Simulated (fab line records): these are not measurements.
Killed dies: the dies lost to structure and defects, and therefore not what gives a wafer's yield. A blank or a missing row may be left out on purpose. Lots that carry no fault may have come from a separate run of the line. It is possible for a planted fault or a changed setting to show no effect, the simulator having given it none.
Which tool is to blame? || flow sky130 || 11 lots with 33 wafers sampled at 5 steps, on a route of 708 steps

WHAT EACH GAUGE READ, for each wafer
SKY_CONTACT_RS_MEAS_25: the measuring method here is four-point-probe. Usual: CONTACT_W_RS typically reads 0.337 ohm/sq, with standard deviation 0.0041.
{"lot": "L257", "measured": "day 33 03:33", "on": "film_metro-02", "CONTACT_W_RS (ohm/sq)": "0.340 0.330 0.342", "flag": ""}
{"lot": "L260", "measured": "day 33 23:52", "on": "film_metro-01", "CONTACT_W_RS (ohm/sq)": "0.329 0.331 0.332", "flag": ""}
{"lot": "L261", "measured": "day 34 10:03", "on": "film_metro-01", "CONTACT_W_RS (ohm/sq)": "0.343 0.336 0.345", "flag": ""}
{"lot": "L262", "measured": "day 34 15:40", "on": "film_metro-01", "CONTACT_W_RS (ohm/sq)": "0.344 0.339 0.343", "flag": ""}
{"lot": "L263", "measured": "day 35 00:01", "on": "film_metro-01", "CONTACT_W_RS (ohm/sq)": "0.335 0.331 0.335", "flag": ""}
{"lot": "L270", "measured": "day 37 13:00", "on": "film_metro-02", "CONTACT_W_RS (ohm/sq)": "0.333 0.338 0.330", "flag": ""}
{"lot": "L271", "measured": "day 38 03:22", "on": "film_metro-04", "CONTACT_W_RS (ohm/sq)": "0.333 0.334 0.335", "flag": ""}
{"lot": "L273", "measured": "day 38 11:32", "on": "film_metro-01", "CONTACT_W_RS (ohm/sq)": "0.342 0.346 0.339", "flag": ""}
{"lot": "L277", "measured": "day 39 07:40", "on": "film_metro-02", "CONTACT_W_RS (ohm/sq)": "0.336 0.335 0.334", "flag": ""}
{"lot": "L278", "measured": "day 39 14:29", "on": "film_metro-04", "CONTACT_W_RS (ohm/sq)": "0.337 0.334 0.337", "flag": ""}
{"lot": "L279", "measured": "day 39 16:42", "on": "film_metro-02", "CONTACT_W_RS (ohm/sq)": "0.338 0.342 0.335", "flag": ""}

SKY_VIA1_THK_MEAS_01. Usual: VIA1_HDPCVD_THK typically reads 1034 nm, with standard deviation 12.
{"lot": "L257", "measured": "day 34 09:23", "on": "film_metro-01", "VIA1_HDPCVD_THK (nm)": "1040 1052 1036", "flag": ""}
{"lot": "L260", "measured": "day 35 04:56", "on": "film_metro-03", "VIA1_HDPCVD_THK (nm)": "1048 1045 1038", "flag": ""}
{"lot": "L261", "measured": "day 35 14:49", "on": "film_metro-02", "VIA1_HDPCVD_THK (nm)": "967 1031 1025", "flag": ""}
{"lot": "L262", "measured": "day 35 20:31", "on": "film_metro-01", "VIA1_HDPCVD_THK (nm)": "980 1045 1045", "flag": ""}
{"lot": "L263", "measured": "day 36 04:17", "on": "film_metro-03", "VIA1_HDPCVD_THK (nm)": "1043 1046 985", "flag": ""}
{"lot": "L270", "measured": "day 38 16:31", "on": "film_metro-03", "VIA1_HDPCVD_THK (nm)": "1056 1036 1050", "flag": ""}
{"lot": "L271", "measured": "day 39 06:44", "on": "film_metro-01", "VIA1_HDPCVD_THK (nm)": "1041 1030 1049", "flag": ""}
{"lot": "L273", "measured": "day 39 14:58", "on": "film_metro-02", "VIA1_HDPCVD_THK (nm)": "1050 1034 1032", "flag": ""}
{"lot": "L277", "measured": "day 40 10:30", "on": "film_metro-01", "VIA1_HDPCVD_THK (nm)": "1023 1031 1028", "flag": ""}
{"lot": "L278", "measured": "day 40 17:04", "on": "film_metro-03", "VIA1_HDPCVD_THK (nm)": "1039 1024 1031", "flag": ""}
{"lot": "L279", "measured": "day 40 19:27", "on": "film_metro-01", "VIA1_HDPCVD_THK (nm)": "1037 1045 1033", "flag": ""}

TOOL THAT RAN EACH LOT (tool first, then ch and the chambers of the sampled wafers, then the start)
{"lot": "L257", "SKY_METAL1_SPUTTER_01": "pvd_sputter-04, day 33 04:03", "SKY_METAL1_METAL_ETCH_19": "rie_metal-02 ch 0,1, day 34 08:33", "SKY_VIA1_HDPCVD_00": "hdpcvd-02 ch 0,1, day 34 09:16"}
{"lot": "L260", "SKY_METAL1_SPUTTER_01": "pvd_sputter-03, day 34 00:22", "SKY_METAL1_METAL_ETCH_19": "rie_metal-01 ch 1, day 35 04:08", "SKY_VIA1_HDPCVD_00": "hdpcvd-01 ch 1,2, day 35 04:49"}
{"lot": "L261", "SKY_METAL1_SPUTTER_01": "pvd_sputter-04, day 34 10:33", "SKY_METAL1_METAL_ETCH_19": "rie_metal-03 ch 0,1, day 35 13:56", "SKY_VIA1_HDPCVD_00": "hdpcvd-01 ch 1,2, day 35 14:42"}
{"lot": "L262", "SKY_METAL1_SPUTTER_01": "pvd_sputter-01, day 34 16:06", "SKY_METAL1_METAL_ETCH_19": "rie_metal-01 ch 0,1, day 35 19:44", "SKY_VIA1_HDPCVD_00": "hdpcvd-01 ch 0,1,2, day 35 20:26"}
{"lot": "L263", "SKY_METAL1_SPUTTER_01": "pvd_sputter-03, day 35 00:31", "SKY_METAL1_METAL_ETCH_19": "rie_metal-01 ch 0,1, day 36 03:27", "SKY_VIA1_HDPCVD_00": "hdpcvd-01 ch 0,2, day 36 04:10"}
{"lot": "L270", "SKY_METAL1_SPUTTER_01": "pvd_sputter-04, day 37 13:28", "SKY_METAL1_METAL_ETCH_19": "rie_metal-01 ch 0,1, day 38 15:44", "SKY_VIA1_HDPCVD_00": "hdpcvd-02 ch 0,2, day 38 16:23"}
{"lot": "L271", "SKY_METAL1_SPUTTER_01": "pvd_sputter-04, day 38 03:51", "SKY_METAL1_METAL_ETCH_19": "rie_metal-03 ch 0,1, day 39 05:54", "SKY_VIA1_HDPCVD_00": "hdpcvd-01 ch 0,1,2, day 39 06:37"}
{"lot": "L273", "SKY_METAL1_SPUTTER_01": "pvd_sputter-03, day 38 12:01", "SKY_METAL1_METAL_ETCH_19": "rie_metal-01 ch 0,1, day 39 14:10", "SKY_VIA1_HDPCVD_00": "hdpcvd-01 ch 0,1, day 39 14:51"}
{"lot": "L277", "SKY_METAL1_SPUTTER_01": "pvd_sputter-01, day 39 08:10", "SKY_METAL1_METAL_ETCH_19": "rie_metal-03 ch 0,1, day 40 09:42", "SKY_VIA1_HDPCVD_00": "hdpcvd-01 ch 0,1,2, day 40 10:23"}
{"lot": "L278", "SKY_METAL1_SPUTTER_01": "pvd_sputter-04, day 39 14:56", "SKY_METAL1_METAL_ETCH_19": "rie_metal-02 ch 0,1, day 40 16:16", "SKY_VIA1_HDPCVD_00": "hdpcvd-02 ch 0,1,2, day 40 16:58"}
{"lot": "L279", "SKY_METAL1_SPUTTER_01": "pvd_sputter-03, day 39 17:12", "SKY_METAL1_METAL_ETCH_19": "rie_metal-03 ch 0,1, day 40 18:39", "SKY_VIA1_HDPCVD_00": "hdpcvd-02 ch 0,2, day 40 19:20"}
- SKY_METAL1_SPUTTER_01: material TiN, target thk 20 nm, time 16.7 s.
- SKY_METAL1_METAL_ETCH_19: etches the open film in Cl2/BCl3, stops on SiO2, target depth 360 nm, time 78 s.
- SKY_VIA1_HDPCVD_00: deposits SiO2, target thk 1030 nm, time 171.7 s.

WHAT THE TOOLS THEMSELVES READ (means of the sampled wafers that have a number; where no wafer has one, the mark that the record gives instead)
SKY_METAL1_SPUTTER_01. Usual: throttle_valve_pct reads 29.8 % (standard deviation 1.2).
{"lot": "L257", "tool": "pvd_sputter-04", "throttle_valve_pct (%)": 29.0, "flag": ""}
{"lot": "L260", "tool": "pvd_sputter-03", "throttle_valve_pct (%)": 28.6, "flag": ""}
{"lot": "L261", "tool": "pvd_sputter-04", "throttle_valve_pct (%)": 30.0, "flag": ""}
{"lot": "L262", "tool": "pvd_sputter-01", "throttle_valve_pct (%)": 31.4, "flag": ""}
{"lot": "L263", "tool": "pvd_sputter-03", "throttle_valve_pct (%)": 28.7, "flag": ""}
{"lot": "L270", "tool": "pvd_sputter-04", "throttle_valve_pct (%)": 29.5, "flag": ""}
{"lot": "L271", "tool": "pvd_sputter-04", "throttle_valve_pct (%)": 30.0, "flag": ""}
{"lot": "L273", "tool": "pvd_sputter-03", "throttle_valve_pct (%)": 28.0, "flag": ""}
{"lot": "L277", "tool": "pvd_sputter-01", "throttle_valve_pct (%)": 31.2, "flag": ""}
{"lot": "L278", "tool": "pvd_sputter-04", "throttle_valve_pct (%)": 29.1, "flag": ""}
{"lot": "L279", "tool": "pvd_sputter-03", "throttle_valve_pct (%)": 28.0, "flag": ""}

SKY_METAL1_METAL_ETCH_19. Usual: drypump_motor_current_A 5.6 A, standard deviation 0.47; oes_product_au 0.854 a.u., standard deviation 0.0059; throttle_valve_pct 22.266 %, standard deviation 0.0084.
{"lot": "L257", "tool": "rie_metal-02", "drypump_motor_current_A (A)": 5.9, "oes_product_au (a.u.)": 0.851, "throttle_valve_pct (%)": 22.268, "flag": ""}
{"lot": "L260", "tool": "rie_metal-01", "drypump_motor_current_A (A)": 5.3, "oes_product_au (a.u.)": 0.860, "throttle_valve_pct (%)": 22.270, "flag": ""}
{"lot": "L261", "tool": "rie_metal-03", "drypump_motor_current_A (A)": 5.1, "oes_product_au (a.u.)": 0.857, "throttle_valve_pct (%)": 22.268, "flag": ""}
{"lot": "L262", "tool": "rie_metal-01", "drypump_motor_current_A (A)": 5.6, "oes_product_au (a.u.)": 0.852, "throttle_valve_pct (%)": 22.269, "flag": ""}
{"lot": "L263", "tool": "rie_metal-01", "drypump_motor_current_A (A)": 5.9, "oes_product_au (a.u.)": 0.853, "throttle_valve_pct (%)": 22.269, "flag": ""}
{"lot": "L270", "tool": "rie_metal-01", "drypump_motor_current_A (A)": 5.6, "oes_product_au (a.u.)": 0.858, "throttle_valve_pct (%)": 22.267, "flag": ""}
{"lot": "L271", "tool": "rie_metal-03", "drypump_motor_current_A (A)": 5.5, "oes_product_au (a.u.)": 0.848, "throttle_valve_pct (%)": 22.264, "flag": ""}
{"lot": "L273", "tool": "rie_metal-01", "drypump_motor_current_A (A)": 5.9, "oes_product_au (a.u.)": 0.847, "throttle_valve_pct (%)": 22.273, "flag": ""}
{"lot": "L277", "tool": "rie_metal-03", "drypump_motor_current_A (A)": 5.5, "oes_product_au (a.u.)": 0.854, "throttle_valve_pct (%)": 22.263, "flag": ""}
{"lot": "L278", "tool": "rie_metal-02", "drypump_motor_current_A (A)": 5.8, "oes_product_au (a.u.)": 0.857, "throttle_valve_pct (%)": 22.268, "flag": ""}
{"lot": "L279", "tool": "rie_metal-03", "drypump_motor_current_A (A)": 5.4, "oes_product_au (a.u.)": 0.854, "throttle_valve_pct (%)": 22.265, "flag": ""}

SKY_VIA1_HDPCVD_00. Usual: pressure_mtorr 5.999 mTorr, standard deviation 0.013; run_length_s 199.8 s, standard deviation 0.52.
{"lot": "L257", "tool": "hdpcvd-02", "pressure_mtorr (mTorr)": 6.007, "run_length_s (s)": 199.6, "flag": ""}
{"lot": "L260", "tool": "hdpcvd-01", "pressure_mtorr (mTorr)": 5.988, "run_length_s (s)": 199.4, "flag": ""}
{"lot": "L261", "tool": "hdpcvd-01", "pressure_mtorr (mTorr)": 5.992, "run_length_s (s)": 196.6, "flag": "OFF"}
{"lot": "L262", "tool": "hdpcvd-01", "pressure_mtorr (mTorr)": 5.984, "run_length_s (s)": 196.6, "flag": "OFF"}
{"lot": "L263", "tool": "hdpcvd-01", "pressure_mtorr (mTorr)": 6.009, "run_length_s (s)": 196.2, "flag": "OFF"}
{"lot": "L270", "tool": "hdpcvd-02", "pressure_mtorr (mTorr)": 6.005, "run_length_s (s)": 200.0, "flag": ""}
{"lot": "L271", "tool": "hdpcvd-01", "pressure_mtorr (mTorr)": 6.018, "run_length_s (s)": 199.8, "flag": ""}
{"lot": "L273", "tool": "hdpcvd-01", "pressure_mtorr (mTorr)": 5.995, "run_length_s (s)": 199.9, "flag": ""}
{"lot": "L277", "tool": "hdpcvd-01", "pressure_mtorr (mTorr)": 6.001, "run_length_s (s)": 199.9, "flag": ""}
{"lot": "L278", "tool": "hdpcvd-02", "pressure_mtorr (mTorr)": 6.013, "run_length_s (s)": 199.9, "flag": ""}
{"lot": "L279", "tool": "hdpcvd-02", "pressure_mtorr (mTorr)": 5.991, "run_length_s (s)": 200.0, "flag": ""}

THE ANSWER, worked out from the rows above alone
Rule: a lot is off if the mean of its wafers that have a number lies more than 3 standard deviations from the usual mean. A lot without any number at a reading at which 4 lots or more have one is off too. The other lots that the step has rows for count as sound. Order of review: gauges by route order, followed by the tools' own readings, for which a lot's mean as printed above is used. The first step at which some lot is off is used, and at that step the reading that is off furthest; a lot without a number counts as furthest.
Off, at SKY_VIA1_HDPCVD_00 on run_length_s: L261, L262, L263.
If a tool, at that step or one of the process steps before it, ran each lot that is off and ran no sound lot following the first of them, it fits. No candidate that was tried fits.

WHAT HAD BEEN PUT IN BY THE SIMULATOR
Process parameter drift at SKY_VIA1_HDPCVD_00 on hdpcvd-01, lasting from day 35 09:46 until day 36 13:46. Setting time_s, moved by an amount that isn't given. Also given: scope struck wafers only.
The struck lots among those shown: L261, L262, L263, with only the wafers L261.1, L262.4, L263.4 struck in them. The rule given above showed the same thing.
